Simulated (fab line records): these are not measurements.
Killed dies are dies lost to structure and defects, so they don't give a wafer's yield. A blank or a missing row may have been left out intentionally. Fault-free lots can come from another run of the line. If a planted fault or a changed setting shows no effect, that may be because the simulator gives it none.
8D (eight disciplines) problem report, filled in by code | flow gf180mcu | the parts of the form that need people (team, actions taken, sign-off) are left out

## 1. WHAT WENT WRONG
MIM_ALCU_RS at GF_MIM_RS_MEAS_10 reads a mean of 0.2096 ohm/sq on 2 wafers of 2 lots; wafers without a fault read 0.1600 ohm/sq with a standard deviation of 0.0018. Relative to the usual mean, that is a shift of +28 standard deviations.
The step: measures by four-point-probe.
First observed at day 26 08:58: wafer L509.4, on film-metro-01. Wafers with a number at this step in the record: 30, from 10 lots. Rule for "out" (also "out of limits"): further than 4 standard deviations from the usual mean. The other wafers with a number count as sound.

## 2. WHAT THIS IS AND IS NOT
question                    | is                | is not
which readings at this step | MIM_ALCU_RS       | -
which lots                  | L509, L510        | L504, L516, L517, L518, L521, L522, L524, L525
which wafers of those lots  | L509.4, L510.3    | L509.1, L509.5, L510.1, L510.2
read on which gauges        | film-metro-01     | film-metro-02, film-metro-04
when                        | from day 26 08:58 | up to then (5 sound wafers); but 23 sound wafers of L510, L516, L517, L518, L521, L522, L524, L525 came after

## 3. SUSPECTS, AND WHAT RULES EACH OUT
Counting: a tool at a process step up to the reading stays a suspect if it ran every lot that is out. Sound lots after the first of them don't rule it out here, since some wafers of a struck lot are sound.
- the gauge at GF_MIM_RS_MEAS_10 is ruled out. All the wafers that are out were read on film-metro-01, but those of them that GF_MIM_METAL_ETCH_19 has rows for are out there too, on other tools.
- pvd-sputter-01 at GF_MIM_SPUTTER_08 (material AlCu, target thk 200 nm, time 10.6 s): kept. Ran every lot that is out, first one L509 (day 26 08:55); last sound lot up to then L504 (day 24 16:24).
Remaining after the count: pvd-sputter-01 at GF_MIM_SPUTTER_08.

## 4. THE CAUSE (what the simulator had put in)
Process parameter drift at GF_MIM_SPUTTER_08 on pvd-sputter-01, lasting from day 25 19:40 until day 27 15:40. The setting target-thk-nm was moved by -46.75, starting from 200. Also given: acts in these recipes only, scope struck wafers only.
This tool alone remained once counting was done.

## 5. SEQUENCE OF EFFECTS, ordered by route
Each row: a reading where the mean over the struck wafers with a number is more than 3 standard deviations away from the usual. Readings are gone through only where the record gives a usual standard deviation; hours: the median, over the lots, of the time from a lot's start at the first step in this table giving one to that lot's start at this step; sigmas: the change measured in usual standard deviations.
hours | step                 | reading            | usual         | on struck wafers | change  | sigmas
0     | GF_MIM_RS_MEAS_10    | MIM_ALCU_RS        | 0.1600 ohm/sq | 0.2096           | +0.0496 | +28
0     | GF_MIM_THK_MEAS_11   | MIM_ALCU_THK       | 201.6 nm      | 154.3            | -47.2   | -20
21    | GF_MIM_METAL_ETCH_19 | oes-product-au     | 0.942 a.u.    | 0.851            | -0.091  | -14
21    | GF_MIM_METAL_ETCH_19 | throttle-valve-pct | 28.281 %      | 28.379           | +0.098  | +10
Here are the process steps it includes:
- GF_MIM_METAL_ETCH_19: etches the open film in Cl2/BCl3, stops on Si3N4, target depth 324.5 nm, time 54.1 s.

## 6. HOW IT WOULD HAVE BEEN CAUGHT EARLIER
In this record the first reading out of limits at a measuring or inspecting step was taken at day 26 08:58, 13 hours after the fault began at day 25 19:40.
Tool readings at GF_MIM_SPUTTER_08 with a usual standard deviation given in the record: none out on any struck wafer, hence no alarm at a limit of 4 standard deviations on them.
L510, from the lots that are out (2), started GF_MIM_SPUTTER_08 on pvd-sputter-01 later than day 26 08:58. A hold on the tool at that time would have spared it.
